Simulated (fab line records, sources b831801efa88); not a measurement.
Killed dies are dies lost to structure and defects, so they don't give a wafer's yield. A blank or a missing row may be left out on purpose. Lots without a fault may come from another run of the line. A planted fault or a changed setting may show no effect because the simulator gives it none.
Which tool did it? | flow gf180mcu | 11 lots, 33 wafers sampled, at 4 steps of a route of 602

WHAT THE GAUGES READ, wafer by wafer
GF_PASSIVATION_THK_MEAS_01.
lot  | measured     | on            | PASSIVATION_CVD_00_THK (nm)
L384 | day 28 01:58 | film_metro-04 | 1008 990 1017
L386 | day 28 16:00 | film_metro-03 | 982 997 1006
L387 | day 29 01:19 | film_metro-04 | 1003 1013 1022
L391 | day 30 09:38 | film_metro-04 | 1003 994 1007
L392 | day 30 15:44 | film_metro-04 | 984 996 1007
L399 | day 32 14:02 | film_metro-01 | 1290 1302 1289
L400 | day 32 18:50 | film_metro-03 | 1281 1285 1308
L401 | day 33 00:28 | film_metro-01 | 993 986 1008
L402 | day 33 07:32 | film_metro-04 | 987 1010 1014
L403 | day 33 11:20 | film_metro-01 | 959 989 996
L407 | day 34 11:57 | film_metro-04 | 971 985 1002

WHICH TOOL RAN EACH LOT (tool, then ch and the chambers of the sampled wafers, then the start)
lot  | GF_V4_ETCH_16                      | GF_V4_CVD_23                  | GF_PASSIVATION_CVD_00
L384 | rie_diel-03 ch 0,2, day 24 08:38   | cvd_w-01 ch 1, day 24 09:23   | pecvd-03 ch 0,1, day 28 01:54
L386 | rie_diel-04 ch 0,1, day 25 02:04   | cvd_w-01 ch 0,1, day 25 02:55 | pecvd-02 ch 0,1, day 28 15:55
L387 | rie_diel-03 ch 0,1,3, day 25 10:53 | cvd_w-02 ch 0,1, day 25 11:46 | pecvd-02 ch 0,2, day 29 01:13
L391 | rie_diel-02 ch 0,2, day 26 22:10   | cvd_w-02 ch 0,1, day 26 22:55 | pecvd-01 ch 0,1,2, day 30 09:33
L392 | rie_diel-02 ch 0,2, day 27 06:01   | cvd_w-01 ch 0,1, day 27 06:46 | pecvd-01 ch 0,1,2, day 30 15:40
L399 | rie_diel-02 ch 1,2,3, day 29 09:26 | cvd_w-01 ch 0,1, day 29 10:13 | pecvd-01 ch 0,1,2, day 32 13:58
L400 | rie_diel-04 ch 2,3, day 29 14:47   | cvd_w-01 ch 0, day 29 15:32   | pecvd-01 ch 1,2, day 32 18:45
L401 | rie_diel-02 ch 1,2,3, day 29 21:43 | cvd_w-02 ch 0,1, day 29 22:28 | pecvd-03 ch 0,1,2, day 33 00:24
L402 | rie_diel-04 ch 1,2,3, day 30 05:28 | cvd_w-02 ch 0,1, day 30 06:17 | pecvd-03 ch 1,2, day 33 07:26
L403 | rie_diel-02 ch 0,2, day 30 09:29   | cvd_w-01 ch 0, day 30 10:15   | pecvd-02 ch 0,1,2, day 33 11:15
L407 | rie_diel-04 ch 1,2, day 31 13:26   | cvd_w-02 ch 1, day 31 14:14   | pecvd-03 ch 0,2, day 34 11:53
- GF_V4_ETCH_16: etches BARC in N2/H2.
- GF_V4_CVD_23: deposits W, target thk 350 nm, time 104.9 s.
- GF_PASSIVATION_CVD_00: deposits SiO2 from TEOS, target thk 1000 nm, time 111.95 s.

THE ANSWER, worked out from the rows above alone
Rule: what is usual is taken from the lots themselves. Put in order of their means at a reading, lots are off if they are a third of the lots or fewer, leave a main group of 4 or more, and stand apart from it by a gap of 3 or more times the standard deviation of the main group's means; of several such gaps the widest counts. A main group whose means are all the same, to the digits that the tables above print for the reading, isn't used. A lot without any number at a reading at which 4 lots or more have one is off too. The other lots that the step has rows for count as sound.
Off: L399, L400, at GF_PASSIVATION_THK_MEAS_01 (PASSIVATION_CVD_00_THK). The main group: mean 997 nm, standard deviation 9.1.
A tool fits if, at a process step before that reading, it ran every lot that is off, and no sound lot after the first of them. The gauges at GF_PASSIVATION_THK_MEAS_01 are tried like those tools. One fits: pecvd-01 at GF_PASSIVATION_CVD_00. Its last sound lot is L392 (day 30 15:40), its first lot that is off L399 (day 32 13:58): a fault that began between those two fits.

WHAT THE SIMULATOR HAD PUT IN
Process parameter drift: pecvd-01, from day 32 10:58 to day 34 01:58, at GF_PASSIVATION_CVD_00. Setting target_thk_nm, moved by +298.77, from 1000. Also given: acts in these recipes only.
Lots struck among those shown: L399, L400. The rule above found the same.
